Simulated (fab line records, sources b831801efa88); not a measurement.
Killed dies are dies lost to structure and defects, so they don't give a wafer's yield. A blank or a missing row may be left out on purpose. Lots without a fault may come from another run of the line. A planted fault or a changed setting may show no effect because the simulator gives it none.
A struck lot beside a sound one | flow gf180mcu | 44 steps out of a route of 602
Sound: wafers L452.1, L452.5, L452.6. Struck: wafers L465.3, L465.4, L465.5. The cause comes at the end.
At each step with rows: each side's tool, then ch and its chambers, then its first start. Under that, the readings that differ: sound wafers | struck wafers | difference of the means | sigmas: that difference in standard deviations of wafers without a fault.
alike: readings whose means differ by less than 2 such deviations, and words and numbers that are the same on both sides. not compared: withheld readings, readings that some wafer has no value for, bounds like >300 that may hide the same value, and numbers for which the record gives no deviation and whose values overlap.
The two part at a step that has a row with sigmas, a row that says differs or no value, or rows on one side only. Numbers that don't overlap but have no deviation are shown without sigmas and don't part them. A reading that every wafer of one side lacks parts them only if that side has two wafers or more.

first, 3 steps without rows for these wafers: GF_V1_STRIP_19 (strips in post etch residue remover, time 1200 s); GF_V1_CLEAN_20 (cleans in DIW); GF_V1_SPUTTER_21 (material Ti, target thk 15 nm, time 83.33 s).
GF_V1_SPUTTER_22: material TiN, target thk 10 nm, time 40 s.
  sound on pvd_sputter-02, day 18 16:36; struck on pvd_sputter-04, day 23 14:16
  alike: throttle_valve_pct
GF_V1_CVD_23: deposits W, target thk 350 nm, time 105.05 s.
  sound on cvd_w-02 ch 0,1, day 18 16:38; struck on cvd_w-01 ch 0,1, day 23 14:20
  alike: heater_power_w
  not compared: since_wet_clean_h
GF_V1_RS_MEAS_24: measures by four-point-probe.
  sound on film_metro-04, day 18 16:45; struck on film_metro-02, day 23 14:28
  alike: V1_W_RS
GF_V1_THK_MEAS_25: measures by xrf.
  sound on film_metro-04, day 18 16:52; struck on film_metro-02, day 23 14:34
  alike: V1_W_THK
then, 1 step without rows for these wafers: GF_V1_CMP_26 (polishes, stops on SiO2, t overpolish 15 s, target thk 0 nm).
GF_M2_SPUTTER_00: material Ti, target thk 37.5 nm, time 150 s.
  sound on pvd_sputter-01, day 18 17:14; struck on pvd_sputter-01, day 23 14:54
  alike: throttle_valve_pct
GF_M2_SPUTTER_01: material TiN, target thk 30 nm, time 25 s.
  sound on pvd_sputter-01, day 18 17:20; struck on pvd_sputter-01, day 23 15:00
  alike: throttle_valve_pct
GF_M2_SPUTTER_02: material AlCu, target thk 450 nm, time 23.9 s.
  sound on pvd_sputter-01, day 18 17:22; struck on pvd_sputter-01, day 23 15:02
  alike: throttle_valve_pct
then, 1 step without rows for these wafers: GF_M2_SPUTTER_03 (material Ti, target thk 10 nm, time 6.886 s).
GF_M2_SPUTTER_04: material TiN, target thk 50 nm, time 41.7 s.
  sound on pvd_sputter-01, day 18 17:25; struck on pvd_sputter-01, day 23 15:05
  reading                                | sound             | struck           | difference | sigmas
  model.TiN_of_M2_SPUTTER_04.thk_nm (nm) | 50.23 49.62 49.86 | 42.5 41.79 42.66 | -7.6       |
  alike: throttle_valve_pct
GF_M2_RS_MEAS_05: measures by four-point-probe.
  sound on film_metro-04, day 18 17:27; struck on film_metro-03, day 23 15:13
  alike: M2_ALCU_RS
GF_M2_THK_MEAS_06: measures by xrf.
  sound on film_metro-04, day 18 17:34; struck on film_metro-03, day 23 15:19
  alike: M2_ALCU_THK
then, 7 steps without rows for these wafers: GF_M2_DEHYDRATE_07 (time 60 s); GF_M2_HMDS_08 (prime time 60 s); GF_M2_COAT_09 (resist thk 1000 nm); GF_M2_SOFTBAKE_10 (time 60 s); GF_M2_EXPOSE_11 (exposes mask Metal2, target cd 280 nm); GF_M2_PEB_12 (peb time 90 s); GF_M2_DEVELOP_13 (develop time 60 s).
GF_M2_CD_MEAS_14: target cd 280 nm.
  sound on cd_sem-01, day 19 18:10; struck on cd_sem-01, day 24 13:50
  alike: cd_nm
GF_M2_OVL_MEAS_15:
  sound on overlay-02, day 19 18:17; struck on overlay-02, day 24 13:56
  alike: M2_OVL
then, 5 steps without rows for these wafers: GF_M2_METAL_ETCH_16 (etches the open film in Cl2/BCl3, stops on SiO2, target depth 750.8 nm, time 125.1 s); GF_M2_STRIP_17 (strips in O2/N2); GF_M2_STRIP_18 (strips in post etch residue remover, time 1200 s); GF_M2_CLEAN_19 (cleans in DIW); GF_V2_CVD_00 (deposits SiO2, target thk 600 nm, time 100 s).
GF_V2_THK_MEAS_01:
  sound on film_metro-03, day 19 19:04; struck on film_metro-02, day 24 14:45
  alike: V2_CVD_00_THK
then, 1 step without rows for these wafers: GF_V2_CVD_02 (deposits SiO2 from TEOS, target thk 850 nm, time 94.851 s).
GF_V2_THK_MEAS_03:
  sound on film_metro-02, day 19 19:12; struck on film_metro-01, day 24 14:53
  alike: V2_CVD_02_THK
then, 1 step without rows for these wafers: GF_V2_CMP_04 (polishes SiO2).
GF_V2_BOW_MEAS_05:
  sound on film_metro-01, day 19 19:34; struck on film_metro-01, day 24 15:16
  alike: V2_BOW
then, 8 steps without rows for these wafers: GF_V2_DEHYDRATE_06 (time 60 s); GF_V2_HMDS_07 (prime time 60 s); GF_V2_COAT_08; GF_V2_COAT_09 (resist thk 1000 nm); GF_V2_SOFTBAKE_10 (time 60 s); GF_V2_EXPOSE_11 (exposes mask Via2, target cd 260 nm); GF_V2_PEB_12 (peb time 90 s); GF_V2_DEVELOP_13 (develop time 60 s).
GF_V2_STRIP_19: strips in post etch residue remover, time 1200 s.
  sound on wet_bench-03 ch 1, day 20 19:47; struck on wet_bench-03 ch 2, day 25 12:56
  reading                                | sound            | struck            | difference | sigmas
  model.TiN_of_M2_SPUTTER_04.thk_nm (nm) | 49.4 48.79 49.03 | 41.67 40.95 41.83 | -7.59      |
-- the record jumps here: 8 days lie between the struck wafers' starts before and after (it left off in module V2 and takes up again in module PASSIVATION, whose first step shown is number 602 of the route) --
GF_PASSIVATION_PROBE_99:
  the record has rows for the struck wafers here (prober-01, day 33 03:02) and none for the sound ones

WHERE THEY PART
Only at GF_PASSIVATION_PROBE_99, within this record.

WHY: what the simulator had put in
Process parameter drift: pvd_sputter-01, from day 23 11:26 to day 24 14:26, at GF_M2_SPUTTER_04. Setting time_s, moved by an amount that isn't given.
